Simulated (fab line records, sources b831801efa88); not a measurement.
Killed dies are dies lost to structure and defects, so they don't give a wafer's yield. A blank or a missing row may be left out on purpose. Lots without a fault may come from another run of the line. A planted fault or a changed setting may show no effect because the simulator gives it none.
Which tool did it? | flow gf180mcu | 14 lots, 42 wafers sampled, at 2 steps of a route of 602

WHAT THE GAUGES READ, wafer by wafer
GF_V2_THK_MEAS_01. Usual: V2_CVD_00_THK 601 nm, standard deviation 5.7.
lot  | measured     | on            | V2_CVD_00_THK (nm) | flag
L222 | day 19 13:05 | film_metro-01 | 592 597 600        |
L223 | day 19 20:08 | film_metro-02 | 604 600 593        |
L224 | day 20 09:13 | film_metro-04 | 587 592 593        |
L227 | day 21 09:26 | film_metro-04 | 602 602 603        |
L229 | day 22 01:35 | film_metro-02 | 609 604 603        |
L230 | day 22 08:44 | film_metro-02 | 600 598 605        |
L231 | day 22 12:36 | film_metro-04 | 597 600 594        |
L232 | day 22 20:31 | film_metro-04 | 593 592 591        |
L233 | day 23 08:23 | film_metro-02 | 596 607 611        |
L237 | day 24 17:14 | film_metro-01 | 606 605 598        |
L240 | day 25 13:31 | film_metro-02 | 608 595 605        |
L241 | day 25 21:20 | film_metro-01 | 602 597 600        |
L244 | day 26 15:01 | film_metro-02 | 603 605 609        |
L245 | day 26 20:20 | film_metro-02 | 595 609 596        |

WHICH TOOL RAN EACH LOT (tool, then ch and the chambers of the sampled wafers, then the start)
lot  | GF_M2_SPUTTER_03
L222 | pvd_sputter-02, day 18 11:25
L223 | pvd_sputter-02, day 18 18:50
L224 | pvd_sputter-02, day 19 08:33
L227 | pvd_sputter-03, day 20 08:09
L229 | pvd_sputter-02, day 21 00:56
L230 | pvd_sputter-03, day 21 07:53
L231 | pvd_sputter-03, day 21 12:35
L232 | pvd_sputter-02, day 21 20:49
L233 | pvd_sputter-02, day 22 05:44
L237 | pvd_sputter-03, day 23 18:22
L240 | pvd_sputter-03, day 24 15:27
L241 | pvd_sputter-03, day 24 23:23
L244 | pvd_sputter-03, day 25 17:11
L245 | pvd_sputter-02, day 25 22:19
- GF_M2_SPUTTER_03: material Ti, target thk 10 nm, time 6.7 s.

WHAT THE TOOLS THEMSELVES READ (means of the sampled wafers that have a number; where no wafer has one, the mark that the record gives instead)
GF_M2_SPUTTER_03. Usual: throttle_valve_pct 29.2 %, standard deviation 0.82.
lot  | tool           | throttle_valve_pct (%) | flag
L222 | pvd_sputter-02 | 28.6                   |
L223 | pvd_sputter-02 | 28.5                   |
L224 | pvd_sputter-02 | 29.2                   |
L227 | pvd_sputter-03 | 28.8                   |
L229 | pvd_sputter-02 | 28.8                   |
L230 | pvd_sputter-03 | 29.3                   |
L231 | pvd_sputter-03 | 29.1                   |
L232 | pvd_sputter-02 | 28.5                   |
L233 | pvd_sputter-02 | 29.3                   |
L237 | pvd_sputter-03 | 29.0                   |
L240 | pvd_sputter-03 | 30.1                   |
L241 | pvd_sputter-03 | 29.8                   |
L244 | pvd_sputter-03 | 29.4                   |
L245 | pvd_sputter-02 | 28.8                   |

THE ANSWER, worked out from the rows above alone
Rule: a lot is off if the mean of its wafers that have a number lies more than 3 standard deviations from the usual mean. A lot without any number at a reading at which 4 lots or more have one is off too. The other lots that the step has rows for count as sound. The gauges are gone through in route order, then the tools' own readings, and for those a lot's mean is taken as printed above. The first step at which some lot is off is used, and at that step the reading that is off furthest; a lot without a number counts as furthest.
No lot is off at any reading shown: from this, nothing can be told.

WHAT THE SIMULATOR HAD PUT IN
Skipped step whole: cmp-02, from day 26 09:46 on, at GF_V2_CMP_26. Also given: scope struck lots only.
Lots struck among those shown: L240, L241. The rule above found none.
